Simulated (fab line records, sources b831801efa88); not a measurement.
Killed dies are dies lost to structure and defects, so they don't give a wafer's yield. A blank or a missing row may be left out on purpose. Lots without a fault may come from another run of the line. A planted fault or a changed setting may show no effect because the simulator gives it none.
Which tool did it? | flow gf180mcu | 13 lots, 38 wafers sampled, at 5 steps of a route of 602

WHAT THE GAUGES READ, wafer by wafer
GF_HV_LDD_OVL_MEAS_47. Usual: HV_LDD_03_OVL 0.5 nm, standard deviation 1.2.
lot  | measured     | on         | HV_LDD_03_OVL (nm) | flag
L134 | day 12 22:26 | overlay-02 | 0.4 1.0 1.8        |
L135 | day 13 04:05 | overlay-02 | -0.7 2.7 0.7       |
L137 | day 13 21:38 | overlay-01 | 1.0 0.1 1.2        |
L138 | day 14 02:17 | overlay-01 | 0.1 -0.2 -0.8      |
L139 | day 14 14:38 | overlay-01 | -0.8 -0.8 -1.0     |
L140 | day 14 18:35 | overlay-01 | 0.5 0.8 1.8        |
L141 | day 14 22:14 | overlay-02 | 3.3 1.5 1.1        |
L142 | day 15 10:29 | overlay-01 | -1.2 -0.2 -1.2     |
L146 | day 16 21:17 | overlay-02 | 1.8 0.0            |
L152 | day 18 20:17 | overlay-02 | 1.9 0.5 1.3        |
L153 | day 19 04:40 | overlay-02 | -0.4 -0.2 -0.6     |
L155 | day 19 15:25 | overlay-01 | 2.6 2.2 1.8        |
L156 | day 20 10:32 | overlay-02 | -0.5 1.4 0.2       |

GF_SAB_THK_MEAS_01. Usual: SAB_CVD_00_THK 49.9 nm, standard deviation 0.66.
lot  | measured     | on            | SAB_CVD_00_THK (nm) | flag
L134 | day 14 19:44 | film_metro-03 | 49.8 49.8 50.9      |
L135 | day 15 01:37 | film_metro-04 | 50.4 48.6 50.7      |
L137 | day 15 19:32 | film_metro-02 | 48.7 50.3 49.2      |
L138 | day 16 00:44 | film_metro-03 | 49.1 48.8 50.4      |
L139 | day 16 14:07 | film_metro-02 | 50.2 50.4 50.7      |
L140 | day 16 19:10 | film_metro-04 | 49.0 50.4 49.7      |
L141 | day 16 22:21 | film_metro-04 | 49.9 50.3 49.0      |
L142 | day 17 11:17 | film_metro-02 | 49.1 51.4 50.8      |
L146 | day 19 00:36 | film_metro-02 | 29.9 49.9           | OFF
L152 | day 21 01:07 | film_metro-03 | 50.3 49.3 50.4      |
L153 | day 21 09:25 | film_metro-03 | 49.2 48.5 50.4      |
L155 | day 21 19:41 | film_metro-03 | 49.7 50.7 50.6      |
L156 | day 22 13:50 | film_metro-04 | 49.8 49.8 49.3      |

GF_SAB_CD_MEAS_09: target cd 420 nm. Usual: cd_nm 419.3 nm, standard deviation 2.2.
lot  | measured     | on        | cd_nm (nm)        | flag
L134 | day 15 17:00 | cd_sem-02 | 418.9 419.6 419.4 |
L135 | day 15 23:11 | cd_sem-01 | 416.7 418.6 415.8 |
L137 | day 16 17:46 | cd_sem-02 | 417.4 415.4 417.9 |
L138 | day 16 22:34 | cd_sem-01 | 419.6 419.4 418.6 |
L139 | day 17 12:31 | cd_sem-02 | 417.1 421.1 418.5 |
L140 | day 17 18:18 | cd_sem-01 | 418.4 416.3 418.6 |
L141 | day 17 21:38 | cd_sem-01 | 419.2 419.3 419.0 |
L142 | day 18 10:10 | cd_sem-01 | 419.8 418.5 420.1 |
L146 | day 20 00:53 | cd_sem-02 | 421.8 422.3       |
L152 | day 22 00:57 | cd_sem-02 | 414.4 418.1 416.2 |
L153 | day 22 09:06 | cd_sem-02 | 420.5 423.6 422.8 |
L155 | day 22 18:15 | cd_sem-01 | 417.8 417.1 417.4 |
L156 | day 23 12:44 | cd_sem-01 | 416.3 416.3 418.6 |

WHICH TOOL RAN EACH LOT (tool, then ch and the chambers of the sampled wafers, then the start)
lot  | GF_HV_LDD_ETCHBACK_58              | GF_SAB_CVD_00
L134 | rie_diel-01 ch 1,2,3, day 13 01:34 | pecvd-03 ch 0,2, day 14 19:41
L135 | rie_diel-03 ch 0,2,3, day 13 07:14 | pecvd-02 ch 0,2, day 15 01:35
L137 | rie_diel-01 ch 0,2, day 14 00:47   | pecvd-03 ch 0,1,2, day 15 19:31
L138 | rie_diel-01 ch 0,1,2, day 14 05:26 | pecvd-03 ch 0,1,2, day 16 00:43
L139 | rie_diel-03 ch 0,1,3, day 14 17:47 | pecvd-02 ch 0,1, day 16 14:05
L140 | rie_diel-04 ch 0,2, day 14 21:44   | pecvd-01 ch 0,1,2, day 16 19:09
L141 | rie_diel-01 ch 1,3, day 15 01:23   | pecvd-02 ch 0,1,2, day 16 22:19
L142 | rie_diel-03 ch 1,2,3, day 15 13:37 | pecvd-03 ch 0,1,2, day 17 11:15
L146 | rie_diel-01 ch 0,3, day 17 00:25   | pecvd-01 ch 0,1, day 19 00:34
L152 | rie_diel-04 ch 2,3, day 18 23:26   | pecvd-03 ch 0,1,2, day 21 01:05
L153 | rie_diel-04 ch 2,3, day 19 07:49   | pecvd-02 ch 0,1,2, day 21 09:23
L155 | rie_diel-03 ch 1,2,3, day 19 18:35 | pecvd-01 ch 0,1,2, day 21 19:40
L156 | rie_diel-03 ch 0,1,3, day 20 14:23 | pecvd-03 ch 0,1,2, day 22 13:49
- GF_HV_LDD_ETCHBACK_58: etches Si3N4 in CH3F/O2, stops on SiO2, time 100 s, target depth 90 nm.
- GF_SAB_CVD_00: deposits SiO2 from TEOS, target thk 50 nm, time 4.9302 s.

WHAT THE TOOLS THEMSELVES READ (means of the sampled wafers that have a number; where no wafer has one, the mark that the record gives instead)
GF_HV_LDD_ETCHBACK_58. Usual: drypump_motor_current_A 5.6 A, standard deviation 0.59; oes_product_au 0.840 a.u., standard deviation 0.0063; rf_fwd_power_W 397.5 W, standard deviation 1.4; throttle_valve_pct 10.560 %, standard deviation 0.0089.
lot  | tool        | drypump_motor_current_A (A) | oes_product_au (a.u.) | rf_fwd_power_W (W) | throttle_valve_pct (%) | flag
L134 | rie_diel-01 | 5.7                         | 0.842                 | 396.6              | 10.555                 |
L135 | rie_diel-03 | 5.0                         | 0.842                 | 397.4              | 10.559                 |
L137 | rie_diel-01 | 5.3                         | 0.844                 | 397.0              | 10.567                 |
L138 | rie_diel-01 | 5.2                         | 0.836                 | 397.7              | 10.561                 |
L139 | rie_diel-03 | 5.5                         | 0.843                 | 397.0              | 10.561                 |
L140 | rie_diel-04 | 5.9                         | 0.839                 | 397.9              | 10.563                 |
L141 | rie_diel-01 | 5.9                         | 0.842                 | 397.5              | 10.557                 |
L142 | rie_diel-03 | 5.4                         | 0.837                 | 397.7              | 10.561                 |
L146 | rie_diel-01 | 5.7                         | 0.833                 | 396.9              | 10.558                 |
L152 | rie_diel-04 | 6.1                         | 0.837                 | 396.7              | 10.555                 |
L153 | rie_diel-04 | 5.7                         | 0.837                 | 398.1              | 10.552                 |
L155 | rie_diel-03 | 5.4                         | 0.846                 | 397.4              | 10.549                 |
L156 | rie_diel-03 | 5.5                         | 0.835                 | 398.2              | 10.562                 |

GF_SAB_CVD_00. Usual: heater_power_w 631 W, standard deviation 120; rf_fwd_power_W 587 W, standard deviation 3.1.
lot  | tool     | heater_power_w (W) | rf_fwd_power_W (W) | flag
L134 | pecvd-03 | 520                | 588                |
L135 | pecvd-02 | 723                | 587                |
L137 | pecvd-03 | 522                | 587                |
L138 | pecvd-03 | 507                | 589                |
L139 | pecvd-02 | 683                | 591                |
L140 | pecvd-01 | 719                | 586                |
L141 | pecvd-02 | 698                | 589                |
L142 | pecvd-03 | 541                | 586                |
L146 | pecvd-01 | 721                | 586                |
L152 | pecvd-03 | 575                | 587                |
L153 | pecvd-02 | 712                | 589                |
L155 | pecvd-01 | 673                | 586                |
L156 | pecvd-03 | 558                | 589                |

THE ANSWER, worked out from the rows above alone
Rule: a lot is off if the mean of its wafers that have a number lies more than 3 standard deviations from the usual mean. A lot without any number at a reading at which 4 lots or more have one is off too. The other lots that the step has rows for count as sound. The gauges are gone through in route order, then the tools' own readings, and for those a lot's mean is taken as printed above. The first step at which some lot is off is used, and at that step the reading that is off furthest; a lot without a number counts as furthest.
Off: L146, at GF_SAB_THK_MEAS_01 (SAB_CVD_00_THK).
A tool fits if, at a process step before that reading, it ran every lot that is off, and no sound lot after the first of them. The gauges at GF_SAB_THK_MEAS_01 are tried like those tools. Can't be told from this: 2 tools fit, rie_diel-01 at GF_HV_LDD_ETCHBACK_58, film_metro-02 at GF_SAB_THK_MEAS_01.

WHAT THE SIMULATOR HAD PUT IN
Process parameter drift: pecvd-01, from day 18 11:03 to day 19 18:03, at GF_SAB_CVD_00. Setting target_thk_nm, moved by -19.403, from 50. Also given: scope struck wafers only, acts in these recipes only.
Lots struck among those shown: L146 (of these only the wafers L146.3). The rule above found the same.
